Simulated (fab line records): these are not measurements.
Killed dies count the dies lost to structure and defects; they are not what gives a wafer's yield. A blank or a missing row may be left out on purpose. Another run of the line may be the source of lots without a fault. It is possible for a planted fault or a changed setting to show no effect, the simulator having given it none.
Which tool was responsible? || flow sky130 || 42 wafers from 14 lots sampled at 3 of the route's 708 steps

WHAT THE GAUGES SHOWED, per wafer
SKY_SONOS_TUNNEL_OVL_MEAS_08.
{"lot": "L570", "measured": "day 11 03:13", "on": "overlay-01", "SONOS_TUNNEL_OVL (nm)": "0.6 0.7 0.7"}
{"lot": "L571", "measured": "day 11 10:17", "on": "overlay-02", "SONOS_TUNNEL_OVL (nm)": "-0.5 1.0 -1.3"}
{"lot": "L572", "measured": "day 11 20:04", "on": "overlay-02", "SONOS_TUNNEL_OVL (nm)": "-0.6 -0.2 -1.0"}
{"lot": "L573", "measured": "day 12 03:44", "on": "overlay-02", "SONOS_TUNNEL_OVL (nm)": "0.6 0.0 -0.1"}
{"lot": "L574", "measured": "day 13 04:19", "on": "overlay-01", "SONOS_TUNNEL_OVL (nm)": "3.8 0.8 3.9"}
{"lot": "L575", "measured": "day 13 07:41", "on": "overlay-01", "SONOS_TUNNEL_OVL (nm)": "0.7 1.2 -0.5"}
{"lot": "L576", "measured": "day 13 09:38", "on": "overlay-01", "SONOS_TUNNEL_OVL (nm)": "0.9 -1.1 -0.7"}
{"lot": "L577", "measured": "day 13 14:46", "on": "overlay-01", "SONOS_TUNNEL_OVL (nm)": "-1.3 0.0 1.2"}
{"lot": "L579", "measured": "day 14 09:44", "on": "overlay-02", "SONOS_TUNNEL_OVL (nm)": "-1.9 -0.1 -2.2"}
{"lot": "L586", "measured": "day 16 08:11", "on": "overlay-02", "SONOS_TUNNEL_OVL (nm)": "-1.6 -0.6 -1.7"}
{"lot": "L588", "measured": "day 17 01:28", "on": "overlay-01", "SONOS_TUNNEL_OVL (nm)": "-0.9 -0.2 -0.4"}
{"lot": "L590", "measured": "day 17 21:29", "on": "overlay-02", "SONOS_TUNNEL_OVL (nm)": "0.7 2.0 -0.1"}
{"lot": "L592", "measured": "day 18 22:25", "on": "overlay-02", "SONOS_TUNNEL_OVL (nm)": "-0.5 -1.9 -1.1"}
{"lot": "L593", "measured": "day 18 22:49", "on": "overlay-01", "SONOS_TUNNEL_OVL (nm)": "2.0 1.7 -0.4"}

SKY_SONOS_ONO_THK_MEAS_03.
{"lot": "L570", "measured": "day 11 07:21", "on": "filmMetro-03", "SONOS_ONO_CVD_02_THK (nm)": "10.40 10.34 10.44"}
{"lot": "L571", "measured": "day 11 15:58", "on": "filmMetro-01", "SONOS_ONO_CVD_02_THK (nm)": "10.17 10.06 10.21"}
{"lot": "L572", "measured": "day 12 01:49", "on": "filmMetro-01", "SONOS_ONO_CVD_02_THK (nm)": "10.31 10.37 10.49"}
{"lot": "L573", "measured": "day 12 08:55", "on": "filmMetro-01", "SONOS_ONO_CVD_02_THK (nm)": "10.29 10.27 10.45"}
{"lot": "L574", "measured": "day 13 08:22", "on": "filmMetro-01", "SONOS_ONO_CVD_02_THK (nm)": "10.45 10.40 10.64"}
{"lot": "L575", "measured": "day 13 13:45", "on": "filmMetro-01", "SONOS_ONO_CVD_02_THK (nm)": "10.30 10.43 10.37"}
{"lot": "L576", "measured": "day 13 13:45", "on": "filmMetro-04", "SONOS_ONO_CVD_02_THK (nm)": "10.39 10.48 10.44"}
{"lot": "L577", "measured": "day 13 18:19", "on": "filmMetro-04", "SONOS_ONO_CVD_02_THK (nm)": "10.64 10.52 10.66"}
{"lot": "L579", "measured": "day 14 14:53", "on": "filmMetro-04", "SONOS_ONO_CVD_02_THK (nm)": "10.54 10.45 10.59"}
{"lot": "L586", "measured": "day 16 12:10", "on": "filmMetro-04", "SONOS_ONO_CVD_02_THK (nm)": "10.51 10.57 10.45"}
{"lot": "L588", "measured": "day 17 06:40", "on": "filmMetro-03", "SONOS_ONO_CVD_02_THK (nm)": "10.59 10.51 10.49"}
{"lot": "L590", "measured": "day 18 03:02", "on": "filmMetro-03", "SONOS_ONO_CVD_02_THK (nm)": "10.55 10.58 10.57"}
{"lot": "L592", "measured": "day 19 06:53", "on": "filmMetro-04", "SONOS_ONO_CVD_02_THK (nm)": "10.34 10.34 10.50"}
{"lot": "L593", "measured": "day 19 06:52", "on": "filmMetro-01", "SONOS_ONO_CVD_02_THK (nm)": "10.55 10.72 10.79"}

SKY_SONOS_ONO_OVL_MEAS_14.
{"lot": "L570", "measured": "day 12 08:18", "on": "overlay-02", "SONOS_ONO_OVL (nm)": "1.1 2.7 1.0"}
{"lot": "L571", "measured": "day 12 17:00", "on": "overlay-02", "SONOS_ONO_OVL (nm)": "0.9 -1.4 -2.6"}
{"lot": "L572", "measured": "day 13 03:56", "on": "overlay-01", "SONOS_ONO_OVL (nm)": "1.1 1.5 2.7"}
{"lot": "L573", "measured": "day 13 11:38", "on": "overlay-01", "SONOS_ONO_OVL (nm)": "-0.6 2.7 2.6"}
{"lot": "L574", "measured": "day 14 11:35", "on": "overlay-02", "SONOS_ONO_OVL (nm)": "-0.4 -0.3 -0.3"}
{"lot": "L575", "measured": "day 14 18:02", "on": "overlay-02", "SONOS_ONO_OVL (nm)": "-0.9 -1.4 -1.3"}
{"lot": "L576", "measured": "day 14 17:07", "on": "overlay-01", "SONOS_ONO_OVL (nm)": "1.0 0.2 -0.3"}
{"lot": "L577", "measured": "day 14 21:54", "on": "overlay-02", "SONOS_ONO_OVL (nm)": "1.6 0.8 1.1"}
{"lot": "L579", "measured": "day 15 19:55", "on": "overlay-01", "SONOS_ONO_OVL (nm)": "-0.3 1.2 1.3"}
{"lot": "L586", "measured": "day 17 18:05", "on": "overlay-01", "SONOS_ONO_OVL (nm)": "-0.3 3.7 -0.8"}
{"lot": "L588", "measured": "day 18 13:39", "on": "overlay-02", "SONOS_ONO_OVL (nm)": "2.0 1.8 1.7"}
{"lot": "L590", "measured": "day 19 10:31", "on": "overlay-01", "SONOS_ONO_OVL (nm)": "-0.8 2.3 -0.7"}
{"lot": "L592", "measured": "day 20 14:58", "on": "overlay-02", "SONOS_ONO_OVL (nm)": "0.3 -0.4 -0.7"}
{"lot": "L593", "measured": "day 20 15:29", "on": "overlay-02", "SONOS_ONO_OVL (nm)": "1.6 1.8 2.2"}

TOOL THAT RAN EACH LOT (tool first, then ch and the chambers of the sampled wafers, then the start)
There is no process step in the record ahead of these readings.

AS READ BY THE TOOLS THEMSELVES (means over the sampled wafers that have a number; for cases with no such wafer, the mark the record gives instead)
The record holds no such reading with a usual standard deviation.

THE ANSWER, worked out from the rows above alone
Rule: the lots themselves supply what counts as usual. Put in order of their means at a reading, lots are off if they are a third of the lots or fewer, leave a main group of 4 or more, and stand apart from it by a gap of 3 or more times the standard deviation of the main group's means; of several such gaps the widest counts. The tables above print the reading to a certain number of digits; a main group whose means all agree to those digits is not used. Also off: a lot with no number at a reading for which 4 or more lots have one. All remaining lots with rows at the step are treated as sound. The gauges are gone through in route order, then the tools' own readings, and for those a lot's mean is taken as printed above. The first step at which some lot is off is used, and at that step the reading that is off furthest; a lot without a number counts as furthest.
Across all readings shown, no lot is off: no conclusion can be drawn from this.

WHAT WAS PUT IN BY THE SIMULATOR
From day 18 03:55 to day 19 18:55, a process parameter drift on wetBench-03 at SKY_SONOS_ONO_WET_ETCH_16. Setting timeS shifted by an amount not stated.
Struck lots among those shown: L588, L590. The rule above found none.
